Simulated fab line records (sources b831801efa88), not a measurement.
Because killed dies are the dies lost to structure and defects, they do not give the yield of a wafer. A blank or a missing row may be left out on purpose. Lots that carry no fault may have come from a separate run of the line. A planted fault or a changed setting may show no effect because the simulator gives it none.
A struck lot beside a sound one	flow gf180mcu	16 steps out of a route of 602
Sound: wafers L364.3, L364.5, L364.6. Struck: wafer L379.3. (L379.4, L379.6 of the same lot were not struck and are left out.) The cause comes at the end.
Per side, at each step with rows, come the tool, then ch with its chambers, and then its first start. Under that, the readings that differ: sound wafers	struck wafers	difference of the means	sigmas: that difference in standard deviations of wafers without a fault.
alike: readings with means less than 2 such deviations apart, plus words and numbers identical on both sides. not compared: withheld readings, readings lacking a value on some wafer, bounds such as >300 that could conceal the same value, and numbers that have no deviation in the record and whose values overlap.
Wherever a step has rows on one side only, a row that says differs or no value, or a row with sigmas, the two part there. Non-overlapping numbers with no deviation appear without sigmas and do not part them. A reading that every wafer of one side lacks parts them only if that side has two wafers or more.

first, 3 steps without rows for these wafers: GF_V1_EXPOSE_11 (exposes mask Via1, target cd 260 nm); GF_V1_PEB_12 (peb time 90 s); GF_V1_DEVELOP_13 (develop time 60 s).
GF_V1_CD_MEAS_14: target cd 260 nm.
  sound on cd_sem-02, day 19 08:16; struck on cd_sem-01, day 24 15:54
reading	sound	struck	difference	sigmas
cd_nm (nm)	261.1 259.3 259.6	257.3	-2.7	-2
GF_V1_OVL_MEAS_15:
  sound on overlay-02, day 19 08:22; struck on overlay-02, day 24 16:00
  alike: V1_OVL
GF_V1_ETCH_16: etches BARC in N2/H2.
  sound on rie_diel-03 ch 0,3, day 19 08:23; struck on rie_diel-01 ch 2, day 24 16:01
  alike: chamber_pressure_mTorr, drypump_motor_current_A, oes_product_au, throttle_valve_pct
then, 1 step without rows for these wafers: GF_V1_ETCH_17 (etches SiO2 in C4F8/O2/Ar, stops on TiN, target depth 630 nm).
GF_V1_STRIP_18: strips in O2/N2.
  sound on plasma_asher-03 ch 0,1, day 19 08:32; struck on plasma_asher-04 ch 0, day 24 16:11
reading	sound	struck	difference	sigmas
drypump_motor_current_A (A)	5.69 5.71 5.68	6.12	+0.43	+2
  alike: chamber_pressure_mTorr, heater_power_w, oes_product_au
  not compared: rf_hours_counter_h
then, 2 steps without rows for these wafers: GF_V1_STRIP_19 (strips in post etch residue remover, time 1200 s); GF_V1_CLEAN_20 (cleans in DIW).
GF_V1_SPUTTER_21: material Ti, target thk 15 nm, time 80.02 s.
  sound on pvd_sputter-02, day 19 10:04; struck on pvd_sputter-04, day 24 16:41
reading	sound	struck	difference	sigmas
throttle_valve_pct (%)	30.9 30.8 29.4	28.6	-1.8	-2
GF_V1_SPUTTER_22: material TiN, target thk 10 nm, time 40 s.
  sound on pvd_sputter-02, day 19 10:08; struck on pvd_sputter-04, day 24 16:44
reading	sound	struck	difference	sigmas
throttle_valve_pct (%)	31.0 31.0 29.6	28.6	-1.9	-3
GF_V1_CVD_23: deposits W, target thk 350 nm, time 105.05 s.
  sound on cvd_w-01 ch 1, day 19 10:14; struck on cvd_w-01 ch 1, day 24 16:49
reading	sound	struck	difference	sigmas
model.W_of_V1_CVD_23.thk_nm (nm)	344.6 344 347.3	326.4	-18.9	
  alike: heater_power_w
GF_V1_RS_MEAS_24: the measuring method here is four-point-probe.
  sound on film_metro-03, day 19 10:26; struck on film_metro-03, day 24 16:56
reading	sound	struck	difference	sigmas
V1_W_RS (ohm/sq)	0.332 0.332 0.329	0.350	+0.019	+3
GF_V1_THK_MEAS_25: measures by xrf.
  sound on film_metro-03, day 19 10:32; struck on film_metro-03, day 24 17:02
reading	sound	struck	difference	sigmas
V1_W_THK (nm)	348 347 350	329	-19	-3
GF_V1_CMP_26: polishes, stops on SiO2, t overpolish 15 s, target thk 0 nm.
  sound on cmp-01 ch 1,2,3, day 19 10:43; struck on cmp-02 ch 0, day 24 17:07
  alike: motor_current_A, slurry_filter_dp_kPa

== WHERE THEY PART ==
Earliest at GF_V1_CD_MEAS_14; latest, in this record, at GF_V1_THK_MEAS_25. Later steps at which nothing parts them and some readings are alike: GF_V1_CMP_26.

WHY: the cause the simulator had injected
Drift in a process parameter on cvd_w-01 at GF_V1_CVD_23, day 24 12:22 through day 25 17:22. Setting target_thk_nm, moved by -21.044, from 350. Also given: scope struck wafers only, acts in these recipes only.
